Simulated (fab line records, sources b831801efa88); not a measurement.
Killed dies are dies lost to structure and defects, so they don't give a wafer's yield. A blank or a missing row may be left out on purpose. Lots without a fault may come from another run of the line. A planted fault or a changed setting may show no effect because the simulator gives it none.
Which tool did it? | flow gf180mcu | 14 lots, 40 wafers sampled, at 5 steps of a route of 602

WHAT THE GAUGES READ, wafer by wafer
GF_STI_THK_MEAS_30.
lot  | measured    | on            | STI_OXIDATION_02_THK (nm)
L293 | day 2 04:55 | film_metro-01 | 10.18 10.00 10.08
L294 | day 2 11:55 | film_metro-02 | 9.57 9.74 9.63
L296 | day 2 21:55 | film_metro-03 | 10.36 10.10 10.28
L299 | day 3 14:49 | film_metro-03 | 10.01 9.83
L302 | day 4 05:13 | film_metro-01 | 10.06 10.11 10.13
L304 | day 4 16:10 | film_metro-03 | 10.13 10.20
L306 | day 5 02:35 | film_metro-03 | 10.17 10.21 10.25
L310 | day 5 21:57 | film_metro-02 | 10.68 10.48 10.37
L311 | day 6 00:47 | film_metro-01 | 9.83 10.01 10.05
L312 | day 6 11:01 | film_metro-01 | 10.26 10.26 10.24
L313 | day 6 17:22 | film_metro-01 | 9.93 9.92 10.03
L314 | day 6 20:45 | film_metro-02 | 10.35 10.15 10.17
L315 | day 6 23:37 | film_metro-02 | 10.00 10.05 10.12
L316 | day 7 04:06 | film_metro-02 | 10.10 10.03 9.91

GF_LVPWELL_TW_MEAS_11.
lot  | measured    | on            | LVPWELL_TW
L293 | day 3 19:53 | film_metro-04 | 569.5 569.2 566.5
L294 | day 4 03:30 | film_metro-03 | 561.4 560.9 561.5
L296 | day 4 13:33 | film_metro-04 | 564.1 563.0 562.6
L299 | day 5 08:29 | film_metro-04 | 564.8 566.3
L302 | day 6 00:50 | film_metro-04 | 568.5 568.0 568.3
L304 | day 6 11:22 | film_metro-04 | 567.2 566.8
L306 | day 6 23:10 | film_metro-02 | 566.0 567.3 566.7
L310 | day 7 19:57 | film_metro-02 | 563.8 563.3 565.9
L311 | day 7 22:59 | film_metro-02 | 564.3 565.3 565.9
L312 | day 8 11:38 | film_metro-04 | 567.9 565.6 561.9
L313 | day 8 17:08 | film_metro-02 | 566.8 571.2 571.8
L314 | day 8 22:43 | film_metro-03 | 569.3 569.0 569.0
L315 | day 9 00:37 | film_metro-02 | 563.8 563.4 564.3
L316 | day 9 06:32 | film_metro-03 | 562.6 566.0 563.9

GF_VT_IMPLANT_TW_MEAS_21.
lot  | measured     | on            | VT_IMPLANT_2_TW
L293 | day 6 04:23  | film_metro-01 | 1206 1204 1203
L294 | day 6 12:36  | film_metro-01 | 1203 1201 1198
L296 | day 7 00:13  | film_metro-04 | 1235 1230 1228
L299 | day 7 21:17  | film_metro-04 | 1235 1228
L302 | day 8 15:43  | film_metro-03 | 1242 1245 1241
L304 | day 9 04:50  | film_metro-01 | 1213 1215
L306 | day 9 16:28  | film_metro-01 | 1207 1213 1214
L310 | day 10 17:12 | film_metro-01 | 1200 1202 1211
L311 | day 10 19:55 | film_metro-01 | 1206 1206 1198
L312 | day 11 10:11 | film_metro-01 | 1210 1216 1205
L313 | day 11 16:40 | film_metro-01 | 1213 1207 1214
L314 | day 11 23:57 | film_metro-03 | 1233 1234 1235
L315 | day 12 00:58 | film_metro-04 | 1219 1224 1228
L316 | day 12 08:29 | film_metro-01 | 1212 1220 1217

WHICH TOOL RAN EACH LOT (tool, then ch and the chambers of the sampled wafers, then the start)
lot  | GF_MVPSD_COAT_02                  | GF_MVPSD_STRIP_10
L293 | litho_track-04 ch 0, day 4 16:23  | plasma_asher-03 ch 0,1, day 5 00:03
L294 | litho_track-01 ch 0, day 4 23:49  | plasma_asher-02 ch 0,1, day 5 07:14
L296 | litho_track-03 ch 0, day 5 11:03  | plasma_asher-01 ch 0,1, day 5 18:18
L299 | litho_track-04 ch 0, day 6 06:04  | plasma_asher-01 ch 0,1, day 6 13:41
L302 | litho_track-04 ch 0, day 6 23:16  | plasma_asher-02 ch 1, day 7 07:29
L304 | litho_track-04 ch 0, day 7 10:40  | plasma_asher-01 ch 0,1, day 7 19:14
L306 | litho_track-03 ch 0, day 7 21:11  | plasma_asher-01 ch 0,1, day 8 06:19
L310 | litho_track-03 ch 0, day 8 20:22  | plasma_asher-02 ch 0,1, day 9 05:07
L311 | litho_track-01 ch 0, day 8 23:22  | plasma_asher-03 ch 0,1, day 9 08:12
L312 | litho_track-01 ch 0, day 9 12:33  | plasma_asher-02 ch 0,1, day 9 21:40
L313 | litho_track-03 ch 0, day 9 18:43  | plasma_asher-01 ch 1, day 10 04:00
L314 | litho_track-01 ch 0, day 10 00:33 | plasma_asher-02 ch 0,1, day 10 10:17
L315 | litho_track-04 ch 0, day 10 02:19 | plasma_asher-02 ch 0, day 10 11:56
L316 | litho_track-04 ch 0, day 10 08:53 | plasma_asher-03 ch 0,1, day 10 18:42
- GF_MVPSD_COAT_02: resist thk 3000 nm.
- GF_MVPSD_STRIP_10: strips in O2/N2.

WHAT THE TOOLS THEMSELVES READ (means of the sampled wafers that have a number; where no wafer has one, the mark that the record gives instead)
GF_MVPSD_COAT_02.
lot  | tool           | exhaust_pa (Pa)
L293 | litho_track-04 | 44.8
L294 | litho_track-01 | 44.5
L296 | litho_track-03 | 44.6
L299 | litho_track-04 | 44.6
L302 | litho_track-04 | 45.4
L304 | litho_track-04 | 45.0
L306 | litho_track-03 | 44.3
L310 | litho_track-03 | 45.4
L311 | litho_track-01 | 45.8
L312 | litho_track-01 | 46.3
L313 | litho_track-03 | 44.5
L314 | litho_track-01 | 44.4
L315 | litho_track-04 | 45.3
L316 | litho_track-04 | 44.2

GF_MVPSD_STRIP_10.
lot  | tool            | drypump_motor_current_A (A) | heater_power_w (W) | oes_product_au (a.u.) | strip_time_to_endpoint_s (s)
L293 | plasma_asher-03 | 6.3                         | 371                | 0.723                 | 36.75
L294 | plasma_asher-02 | 5.7                         | 300                | 0.723                 | 37.05
L296 | plasma_asher-01 | 5.4                         | 276                | 0.724                 | 36.86
L299 | plasma_asher-01 | 5.2                         | 286                | 0.715                 | 13.22
L302 | plasma_asher-02 | 5.5                         | 302                | 0.720                 | 28.85
L304 | plasma_asher-01 | 5.2                         | 289                | 0.726                 | 25.11
L306 | plasma_asher-01 | 5.4                         | 280                | 0.722                 | 37.10
L310 | plasma_asher-02 | 5.7                         | 303                | 0.724                 | 37.02
L311 | plasma_asher-03 | 6.3                         | 367                | 0.727                 | 37.06
L312 | plasma_asher-02 | 6.0                         | 304                | 0.722                 | 37.04
L313 | plasma_asher-01 | 4.9                         | 295                | 0.720                 | 37.09
L314 | plasma_asher-02 | 6.0                         | 304                | 0.723                 | 37.00
L315 | plasma_asher-02 | 6.2                         | 311                | 0.722                 | 37.02
L316 | plasma_asher-03 | 6.2                         | 410                | 0.721                 | 37.10

THE ANSWER, worked out from the rows above alone
Rule: what is usual is taken from the lots themselves. Put in order of their means at a reading, lots are off if they are a third of the lots or fewer, leave a main group of 4 or more, and stand apart from it by a gap of 3 or more times the standard deviation of the main group's means; of several such gaps the widest counts. A main group whose means are all the same, to the digits that the tables above print for the reading, isn't used. A lot without any number at a reading at which 4 lots or more have one is off too. The other lots that the step has rows for count as sound. The gauges are gone through in route order, then the tools' own readings, and for those a lot's mean is taken as printed above. The first step at which some lot is off is used, and at that step the reading that is off furthest; a lot without a number counts as furthest.
Off: L299, L302, L304, at GF_MVPSD_STRIP_10 (strip_time_to_endpoint_s). The main group: mean 37.01 s, standard deviation 0.1.
A tool fits if, at that step or a process step before it, it ran every lot that is off, and no sound lot after the first of them. None of those tried fits.

WHAT THE SIMULATOR HAD PUT IN
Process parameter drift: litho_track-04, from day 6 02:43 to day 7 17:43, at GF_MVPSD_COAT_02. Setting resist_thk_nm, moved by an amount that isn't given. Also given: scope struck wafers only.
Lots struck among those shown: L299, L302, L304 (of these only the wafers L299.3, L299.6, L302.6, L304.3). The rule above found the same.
